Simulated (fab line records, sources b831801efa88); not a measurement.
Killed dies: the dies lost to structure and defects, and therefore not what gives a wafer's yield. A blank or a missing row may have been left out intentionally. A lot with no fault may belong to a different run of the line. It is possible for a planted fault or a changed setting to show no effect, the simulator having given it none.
What tool caused it? | flow gf180mcu | 12 lots with 36 wafers sampled at 5 steps, on a route of 602 steps

== WHAT EACH GAUGE READ, for each wafer ==
GF_POLY_GATE_THK_MEAS_17. Usual: POLY_GATE_OXIDATION_THK gives 3.96 nm (standard deviation 0.066).
lot  | measured     | on            | POLY_GATE_OXIDATION_THK (nm)  | flag
L457 | day 9 04:09  | film-metro-03 | 3.95 3.94 3.99                |
L458 | day 9 10:01  | film-metro-01 | 3.89 3.92 3.88                |
L459 | day 9 18:31  | film-metro-04 | 4.01 4.07 3.97                |
L463 | day 11 04:47 | film-metro-01 | 3.96 3.85 3.95                |
L466 | day 12 00:24 | film-metro-01 | 2.89 2.95 2.95 2.94 2.93 2.98 | OFF
L468 | day 12 16:53 | film-metro-04 | 2.89 2.96 3.00 2.94 2.99 3.07 | OFF
L471 | day 13 19:46 | film-metro-03 | 3.90 3.94 3.90                |
L473 | day 14 12:44 | film-metro-03 | 4.06 4.00 4.06                |
L476 | day 15 05:10 | film-metro-01 | 3.94 3.85 3.83                |
L477 | day 15 06:23 | film-metro-01 | 3.99 3.90 3.95                |
L478 | day 15 14:53 | film-metro-01 | 3.94 3.94 3.96                |
L480 | day 16 00:46 | film-metro-03 | 3.88 3.81 3.90                |

GF_M2_RS_MEAS_05: a four-point-probe measurement. Usual: M2_ALCU_RS gives 0.0698 ohm/sq (standard deviation 0.00062).
lot  | measured     | on            | M2_ALCU_RS (ohm/sq)  | flag
L457 | day 17 22:10 | film-metro-03 | 0.0694 0.0693 0.0692 |
L458 | day 18 05:19 | film-metro-04 | 0.0690 0.0712 0.0702 |
L459 | day 18 18:38 | film-metro-04 | 0.0696 0.0712 0.0707 |
L463 | day 20 13:14 | film-metro-03 | 0.0696 0.0697 0.0695 |
L466 | day 21 19:23 | film-metro-03 | 0.0698 0.0685 0.0696 |
L468 | day 22 12:45 | film-metro-03 | 0.0699 0.0700 0.0706 |
L471 | day 23 18:52 | film-metro-01 | 0.0691 0.0701 0.0702 |
L473 | day 24 11:29 | film-metro-01 | 0.0702 0.0702 0.0694 |
L476 | day 25 06:20 | film-metro-03 | 0.0697 0.0696 0.0694 |
L477 | day 25 06:43 | film-metro-04 | 0.0696 0.0693 0.0699 |
L478 | day 25 16:46 | film-metro-03 | 0.0697 0.0702 0.0703 |
L480 | day 26 02:34 | film-metro-01 | 0.0695 0.0689 0.0694 |

GF_V2_THK_MEAS_03. Usual: V2_CVD_02_THK gives 847 nm (standard deviation 11).
lot  | measured     | on            | V2_CVD_02_THK (nm) | flag
L457 | day 18 22:07 | film-metro-02 | 843 854 855        |
L458 | day 19 06:23 | film-metro-03 | 839 852 852        |
L459 | day 19 20:03 | film-metro-02 | 825 843 849        |
L463 | day 21 14:10 | film-metro-03 | 843 866 861        |
L466 | day 22 19:28 | film-metro-04 | 837 858 848        |
L468 | day 23 11:52 | film-metro-03 | 846 859 857        |
L471 | day 24 17:55 | film-metro-03 | 837 838 867        |
L473 | day 25 09:49 | film-metro-03 | 832 825 843        |
L476 | day 26 04:30 | film-metro-02 | 850 853 851        |
L477 | day 26 05:18 | film-metro-04 | 831 849 861        |
L478 | day 26 15:08 | film-metro-02 | 843 860 844        |
L480 | day 26 23:56 | film-metro-02 | 839 823 853        |

GF_V2_BOW_MEAS_05. Usual: V2_BOW gives 99 um (standard deviation 8.6).
lot  | measured     | on            | V2_BOW (um) | flag
L457 | day 18 22:29 | film-metro-02 | 116 109 111 |
L458 | day 19 07:01 | film-metro-04 | 101 95 92   |
L459 | day 19 20:25 | film-metro-04 | 87 90 93    |
L463 | day 21 14:32 | film-metro-04 | 100 111 105 |
L466 | day 22 19:50 | film-metro-02 | 94 95 106   |
L468 | day 23 12:14 | film-metro-04 | 98 96 95    |
L471 | day 24 18:16 | film-metro-02 | 96 107 97   |
L473 | day 25 10:10 | film-metro-04 | 102 101 79  |
L476 | day 26 04:56 | film-metro-02 | 84 103 90   |
L477 | day 26 05:40 | film-metro-02 | 105 108 107 |
L478 | day 26 15:31 | film-metro-02 | 100 90 107  |
L480 | day 27 00:19 | film-metro-03 | 84 103 95   |

== TOOL THAT RAN EACH LOT (tool first, then ch and the chambers of the sampled wafers, then the start) ==
lot  | GF_POLY_GATE_OXIDATION_16
L457 | furnace-01 ch 0, day 9 02:53
L458 | furnace-01 ch 0, day 9 08:45
L459 | furnace-02 ch 0, day 9 17:13
L463 | furnace-01 ch 0, day 11 03:32
L466 | furnace-01 ch 0, day 11 23:08
L468 | furnace-01 ch 0, day 12 15:37
L471 | furnace-02 ch 0, day 13 18:31
L473 | furnace-02 ch 0, day 14 11:29
L476 | furnace-01 ch 0, day 15 03:53
L477 | furnace-01 ch 0, day 15 05:08
L478 | furnace-01 ch 0, day 15 13:37
L480 | furnace-02 ch 0, day 15 23:30
- GF_POLY_GATE_OXIDATION_16: stabilise 600 s, purge 300 s, target thk 4 nm.

== WHAT THE TOOLS THEMSELVES READ (means of the sampled wafers that have a number; where no wafer has one, the mark that the record gives instead) ==
GF_POLY_GATE_OXIDATION_16. Usual: spike-tc-bottom-C 866.2 C, standard deviation 1.3; spike-tc-centre-C 850.6 C, standard deviation 1; spike-tc-lower-C 850.2 C, standard deviation 1.2; spike-tc-top-C 865.2 C, standard deviation 1.1; spike-tc-upper-C 849.6 C, standard deviation 0.96; zone-power-lower-pct 15.45 %, standard deviation 0.15; zone-power-top-pct 31.3 %, standard deviation 0.51; zone-power-upper-pct 17.49 %, standard deviation 0.18.
lot  | tool       | spike-tc-bottom-C (C) | spike-tc-centre-C (C) | spike-tc-lower-C (C) | spike-tc-top-C (C) | spike-tc-upper-C (C) | zone-power-lower-pct (%) | zone-power-top-pct (%) | zone-power-upper-pct (%) | flag
L457 | furnace-01 | 865.8                 | 851.3                 | 851.1                | 864.8              | 849.8                | 15.39                    | 30.9                   | 17.63                    |
L458 | furnace-01 | 867.4                 | 850.3                 | 850.0                | 865.5              | 849.6                | 15.41                    | 30.9                   | 17.30                    |
L459 | furnace-02 | 864.7                 | 850.3                 | 848.4                | 865.8              | 849.8                | 15.26                    | 31.9                   | 17.43                    |
L463 | furnace-01 | 866.9                 | 850.0                 | 850.7                | 865.6              | 848.9                | 15.40                    | 31.3                   | 17.54                    |
L466 | furnace-01 | 845.9                 | 828.5                 | 828.9                | 844.3              | 827.1                | 14.65                    | 29.8                   | 16.39                    | OFF
L468 | furnace-01 | 845.5                 | 828.4                 | 829.1                | 844.2              | 827.2                | 14.68                    | 29.6                   | 16.57                    | OFF
L471 | furnace-02 | 864.7                 | 849.3                 | 849.6                | 865.4              | 849.4                | 15.49                    | 32.0                   | 17.52                    |
L473 | furnace-02 | 864.8                 | 850.8                 | 848.8                | 864.5              | 850.3                | 15.51                    | 31.4                   | 17.32                    |
L476 | furnace-01 | 866.7                 | 851.5                 | 850.9                | 864.8              | 850.0                | 15.29                    | 31.0                   | 17.30                    |
L477 | furnace-01 | 866.9                 | 850.0                 | 850.2                | 864.5              | 849.0                | 15.39                    | 30.8                   | 17.36                    |
L478 | furnace-01 | 866.5                 | 850.9                 | 850.3                | 864.7              | 849.7                | 15.34                    | 31.1                   | 17.52                    |
L480 | furnace-02 | 865.1                 | 850.8                 | 848.9                | 865.5              | 849.3                | 15.44                    | 31.9                   | 17.46                    |

== THE ANSWER, worked out from the rows above alone ==
Rule: a lot counts as off when the mean over its wafers that have a number is more than 3 standard deviations away from the usual mean. A lot without any number at a reading at which 4 lots or more have one is off too. The other lots that the step has rows for count as sound. Order of review: gauges by route order, followed by the tools' own readings, for which a lot's mean as printed above is used. The first step at which some lot is off is used, and at that step the reading that is off furthest; a lot without a number counts as furthest.
Off: L466, L468, at GF_POLY_GATE_THK_MEAS_17 (POLY_GATE_OXIDATION_THK).
A tool fits if, at a process step before that reading, it ran every lot that is off, and no sound lot after the first of them. The gauges at GF_POLY_GATE_THK_MEAS_17 aren't tried: what is off there is off at GF_POLY_GATE_OXIDATION_16 too, on other tools, and a gauge's error can't cause that. Not one of the candidates tried fits.

== WHAT WAS PUT IN BY THE SIMULATOR ==
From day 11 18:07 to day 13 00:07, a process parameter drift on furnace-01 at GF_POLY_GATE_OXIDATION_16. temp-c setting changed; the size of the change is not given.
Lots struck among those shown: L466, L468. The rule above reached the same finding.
